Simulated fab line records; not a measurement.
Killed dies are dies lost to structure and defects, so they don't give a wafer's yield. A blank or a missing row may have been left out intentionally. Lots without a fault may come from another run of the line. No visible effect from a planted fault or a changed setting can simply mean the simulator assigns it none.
Which tool is to blame? || flow gf180mcu || 14 lots, 42 wafers sampled, at 4 steps of a route of 602

## WHAT EACH GAUGE READ, for each wafer
GF_NSD_CD_MEAS_07: the cd target is 400 nm.
{"lot": "L276", "measured": "day 13 11:18", "on": "cdSem-01", "cdNm (nm)": "395 399 397"}
{"lot": "L277", "measured": "day 13 13:32", "on": "cdSem-01", "cdNm (nm)": "399 400 402"}
{"lot": "L278", "measured": "day 14 00:45", "on": "cdSem-01", "cdNm (nm)": "391 393 392"}
{"lot": "L279", "measured": "day 14 06:39", "on": "cdSem-01", "cdNm (nm)": "403 403 405"}
{"lot": "L280", "measured": "day 14 15:41", "on": "cdSem-01", "cdNm (nm)": "396 399 398"}
{"lot": "L281", "measured": "day 15 12:24", "on": "cdSem-01", "cdNm (nm)": "403 403 404"}
{"lot": "L282", "measured": "day 15 10:40", "on": "cdSem-01", "cdNm (nm)": "398 400 399"}
{"lot": "L283", "measured": "day 15 20:42", "on": "cdSem-01", "cdNm (nm)": "400 399 400"}
{"lot": "L284", "measured": "day 16 00:59", "on": "cdSem-02", "cdNm (nm)": "401 404 403"}
{"lot": "L285", "measured": "day 16 17:09", "on": "cdSem-02", "cdNm (nm)": "398 397 394"}
{"lot": "L286", "measured": "day 17 02:52", "on": "cdSem-02", "cdNm (nm)": "400 399 400"}
{"lot": "L293", "measured": "day 19 13:34", "on": "cdSem-01", "cdNm (nm)": "398 400 399"}
{"lot": "L296", "measured": "day 20 06:10", "on": "cdSem-01", "cdNm (nm)": "404 403 403"}
{"lot": "L299", "measured": "day 21 10:45", "on": "cdSem-02", "cdNm (nm)": "395 396 395"}

GF_SALICIDE_THK_MEAS_05: measures by xrf.
{"lot": "L276", "measured": "day 15 05:35", "on": "filmMetro-02", "SALICIDE_TIN_THK (nm)": "19.9 19.9 20.1"}
{"lot": "L277", "measured": "day 15 07:46", "on": "filmMetro-03", "SALICIDE_TIN_THK (nm)": "19.7 19.8 19.6"}
{"lot": "L278", "measured": "day 15 19:47", "on": "filmMetro-04", "SALICIDE_TIN_THK (nm)": "20.1 19.9 19.9"}
{"lot": "L279", "measured": "day 16 02:57", "on": "filmMetro-04", "SALICIDE_TIN_THK (nm)": "19.9 19.8 19.7"}
{"lot": "L280", "measured": "day 16 11:28", "on": "filmMetro-03", "SALICIDE_TIN_THK (nm)": "19.2 19.5 19.3"}
{"lot": "L281", "measured": "day 17 10:24", "on": "filmMetro-02", "SALICIDE_TIN_THK (nm)": "20.2 20.2 20.4"}
{"lot": "L282", "measured": "day 17 09:13", "on": "filmMetro-04", "SALICIDE_TIN_THK (nm)": "19.7 19.6 19.6"}
{"lot": "L283", "measured": "day 17 18:40", "on": "filmMetro-04", "SALICIDE_TIN_THK (nm)": "20.7 20.3 20.5"}
{"lot": "L284", "measured": "day 18 02:23", "on": "filmMetro-04", "SALICIDE_TIN_THK (nm)": "19.9 20.0 20.0"}
{"lot": "L285", "measured": "day 18 16:23", "on": "filmMetro-03", "SALICIDE_TIN_THK (nm)": "19.7 19.5 19.8"}
{"lot": "L286", "measured": "day 19 02:31", "on": "filmMetro-03", "SALICIDE_TIN_THK (nm)": "20.1 20.1 20.0"}
{"lot": "L293", "measured": "day 21 15:40", "on": "filmMetro-03", "SALICIDE_TIN_THK (nm)": "19.6 19.4 19.4"}
{"lot": "L296", "measured": "day 22 07:15", "on": "filmMetro-03", "SALICIDE_TIN_THK (nm)": "20.0 20.1 20.0"}
{"lot": "L299", "measured": "day 23 10:34", "on": "filmMetro-02", "SALICIDE_TIN_THK (nm)": "19.5 19.6 19.7"}

## WHICH TOOL RAN EACH LOT (tool, then ch and the chambers of the sampled wafers, then the start)
{"lot": "L276", "GF_STI_CMP_25": "cmp-01 ch 0,2,3, day 2 04:25", "GF_STI_WET_ETCH_28": "wetBench-02 ch 0, day 2 05:12"}
{"lot": "L277", "GF_STI_CMP_25": "cmp-01 ch 0,1,2, day 2 08:25", "GF_STI_WET_ETCH_28": "wetBench-03 ch 3, day 2 09:17"}
{"lot": "L278", "GF_STI_CMP_25": "cmp-02 ch 1,2, day 2 15:35", "GF_STI_WET_ETCH_28": "wetBench-01 ch 3, day 2 16:30"}
{"lot": "L279", "GF_STI_CMP_25": "cmp-01 ch 0,2,3, day 2 19:25", "GF_STI_WET_ETCH_28": "wetBench-02 ch 0, day 2 20:20"}
{"lot": "L280", "GF_STI_CMP_25": "cmp-02 ch 1,2,3, day 2 23:58", "GF_STI_WET_ETCH_28": "wetBench-01 ch 2, day 3 00:45"}
{"lot": "L281", "GF_STI_CMP_25": "cmp-01 ch 1,2, day 3 06:56", "GF_STI_WET_ETCH_28": "wetBench-03 ch 0, day 3 07:52"}
{"lot": "L282", "GF_STI_CMP_25": "cmp-01 ch 1,2, day 3 10:19", "GF_STI_WET_ETCH_28": "wetBench-03 ch 2, day 3 11:09"}
{"lot": "L283", "GF_STI_CMP_25": "cmp-01 ch 0,2,3, day 3 16:41", "GF_STI_WET_ETCH_28": "wetBench-02 ch 2, day 3 17:30"}
{"lot": "L284", "GF_STI_CMP_25": "cmp-01 ch 2,3, day 3 20:34", "GF_STI_WET_ETCH_28": "wetBench-02 ch 2, day 3 21:28"}
{"lot": "L285", "GF_STI_CMP_25": "cmp-02 ch 1,2,3, day 4 01:16", "GF_STI_WET_ETCH_28": "wetBench-02 ch 3, day 4 02:08"}
{"lot": "L286", "GF_STI_CMP_25": "cmp-02 ch 2,3, day 4 07:42", "GF_STI_WET_ETCH_28": "wetBench-02 ch 0, day 4 08:32"}
{"lot": "L293", "GF_STI_CMP_25": "cmp-01 ch 1,2,3, day 5 21:36", "GF_STI_WET_ETCH_28": "wetBench-03 ch 1, day 5 22:19"}
{"lot": "L296", "GF_STI_CMP_25": "cmp-01 ch 0,1, day 6 09:53", "GF_STI_WET_ETCH_28": "wetBench-03 ch 0, day 6 10:46"}
{"lot": "L299", "GF_STI_CMP_25": "cmp-01 ch 1,2,3, day 7 02:15", "GF_STI_WET_ETCH_28": "wetBench-01 ch 3, day 7 03:05"}
- GF_STI_CMP_25: polishes, stops on Si3N4, t overpolish 33 s, target thk 524.6 nm.
- GF_STI_WET_ETCH_28: etches SiO2 in dHF, target depth 20 nm, time 40 s.

## AS READ BY THE TOOLS THEMSELVES (means over the sampled wafers that have a number; for cases with no such wafer, the mark the record gives instead)
GF_STI_CMP_25.
{"lot": "L276", "tool": "cmp-01", "headPressurePsi (psi)": 3.997, "motorCurrentA (A)": 11.7, "overpolishRunS (s)": 33.001, "slurryFilterDpKPa (kPa)": 13.53, "timeToEndpointS (s)": 121}
{"lot": "L277", "tool": "cmp-01", "headPressurePsi (psi)": 4.000, "motorCurrentA (A)": 11.5, "overpolishRunS (s)": 32.996, "slurryFilterDpKPa (kPa)": 13.47, "timeToEndpointS (s)": 125}
{"lot": "L278", "tool": "cmp-02", "headPressurePsi (psi)": 4.003, "motorCurrentA (A)": 10.5, "overpolishRunS (s)": 33.010, "slurryFilterDpKPa (kPa)": 13.57, "timeToEndpointS (s)": 134}
{"lot": "L279", "tool": "cmp-01", "headPressurePsi (psi)": 4.001, "motorCurrentA (A)": 11.5, "overpolishRunS (s)": 32.990, "slurryFilterDpKPa (kPa)": 13.61, "timeToEndpointS (s)": 125}
{"lot": "L280", "tool": "cmp-02", "headPressurePsi (psi)": 3.995, "motorCurrentA (A)": 11.4, "overpolishRunS (s)": 33.000, "slurryFilterDpKPa (kPa)": 13.47, "timeToEndpointS (s)": 131}
{"lot": "L281", "tool": "cmp-01", "headPressurePsi (psi)": 3.995, "motorCurrentA (A)": 12.3, "overpolishRunS (s)": 33.003, "slurryFilterDpKPa (kPa)": 13.64, "timeToEndpointS (s)": 124}
{"lot": "L282", "tool": "cmp-01", "headPressurePsi (psi)": 4.002, "motorCurrentA (A)": 12.7, "overpolishRunS (s)": 33.001, "slurryFilterDpKPa (kPa)": 13.59, "timeToEndpointS (s)": 124}
{"lot": "L283", "tool": "cmp-01", "headPressurePsi (psi)": 4.007, "motorCurrentA (A)": 11.9, "overpolishRunS (s)": 33.006, "slurryFilterDpKPa (kPa)": 13.42, "timeToEndpointS (s)": 123}
{"lot": "L284", "tool": "cmp-01", "headPressurePsi (psi)": 4.010, "motorCurrentA (A)": 12.3, "overpolishRunS (s)": 33.001, "slurryFilterDpKPa (kPa)": 13.47, "timeToEndpointS (s)": 122}
{"lot": "L285", "tool": "cmp-02", "headPressurePsi (psi)": 3.998, "motorCurrentA (A)": 11.8, "overpolishRunS (s)": 33.001, "slurryFilterDpKPa (kPa)": 13.44, "timeToEndpointS (s)": 130}
{"lot": "L286", "tool": "cmp-02", "headPressurePsi (psi)": 4.002, "motorCurrentA (A)": 12.2, "overpolishRunS (s)": 32.994, "slurryFilterDpKPa (kPa)": 13.61, "timeToEndpointS (s)": 124}
{"lot": "L293", "tool": "cmp-01", "headPressurePsi (psi)": 3.998, "motorCurrentA (A)": 12.8, "overpolishRunS (s)": 32.996, "slurryFilterDpKPa (kPa)": 13.46, "timeToEndpointS (s)": 120}
{"lot": "L296", "tool": "cmp-01", "headPressurePsi (psi)": 4.001, "motorCurrentA (A)": 10.9, "overpolishRunS (s)": 33.005, "slurryFilterDpKPa (kPa)": 13.51, "timeToEndpointS (s)": 121}
{"lot": "L299", "tool": "cmp-01", "headPressurePsi (psi)": 3.996, "motorCurrentA (A)": 12.6, "overpolishRunS (s)": 32.995, "slurryFilterDpKPa (kPa)": 13.47, "timeToEndpointS (s)": 115}

GF_STI_WET_ETCH_28.
{"lot": "L276", "tool": "wetBench-02", "runLengthS (s)": 65.8}
{"lot": "L277", "tool": "wetBench-03", "runLengthS (s)": 67.8}
{"lot": "L278", "tool": "wetBench-01", "runLengthS (s)": 66.3}
{"lot": "L279", "tool": "wetBench-02", "runLengthS (s)": 72.5}
{"lot": "L280", "tool": "wetBench-01", "runLengthS (s)": 66.4}
{"lot": "L281", "tool": "wetBench-03", "runLengthS (s)": 72.9}
{"lot": "L282", "tool": "wetBench-03", "runLengthS (s)": 73.6}
{"lot": "L283", "tool": "wetBench-02", "runLengthS (s)": 71.2}
{"lot": "L284", "tool": "wetBench-02", "runLengthS (s)": 118.1}
{"lot": "L285", "tool": "wetBench-02", "runLengthS (s)": 113.9}
{"lot": "L286", "tool": "wetBench-02", "runLengthS (s)": 111.5}
{"lot": "L293", "tool": "wetBench-03", "runLengthS (s)": 72.7}
{"lot": "L296", "tool": "wetBench-03", "runLengthS (s)": 67.4}
{"lot": "L299", "tool": "wetBench-01", "runLengthS (s)": 66.0}

## THE ANSWER, worked out from the rows above alone
Rule: what is usual is taken from the lots themselves. The widest of any qualifying gaps counts: lots, ordered by their means at a reading, are off when they make up no more than a third of the lots, leave a main group of 4 or more, and stand apart from it by 3 or more times the standard deviation of that group's means. Not used: any main group whose means are identical at the precision the tables above print for the reading. A lot without any number at a reading at which 4 lots or more have one is off too. The other lots that the step has rows for count as sound. After the gauges, taken in route order, come the tools' own readings; for these a lot's mean is taken, as printed above. The first step at which some lot is off is used, and at that step the reading that is off furthest; a lot without a number counts as furthest.
Off: L284, L285, L286 (GF_STI_WET_ETCH_28, runLengthS). Mean 69.3 s and standard deviation 3.1 in the main group.
A tool fits if, at that step or a process step before it, it ran every lot that is off, and no sound lot after the first of them. One candidate fits, namely wetBench-02 at GF_STI_WET_ETCH_28. A fault onset in the window from L283 (day 3 17:30, its last sound lot) to L284 (day 3 21:28, its first lot off) fits.
On the lots that are off, the tool's own readings at GF_STI_WET_ETCH_28 differ by more than 5 times the standard deviation of the sound lots' means, which bears it out; runLengthS reads 114.5 s there versus 69.3 s on the sound lots.

## WHAT THE SIMULATOR HAD INSERTED
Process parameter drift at GF_STI_WET_ETCH_28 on wetBench-02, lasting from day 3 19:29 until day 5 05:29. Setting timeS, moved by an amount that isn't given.
Shown lots that were struck: L284, L285, L286. The rule given above showed the same thing.
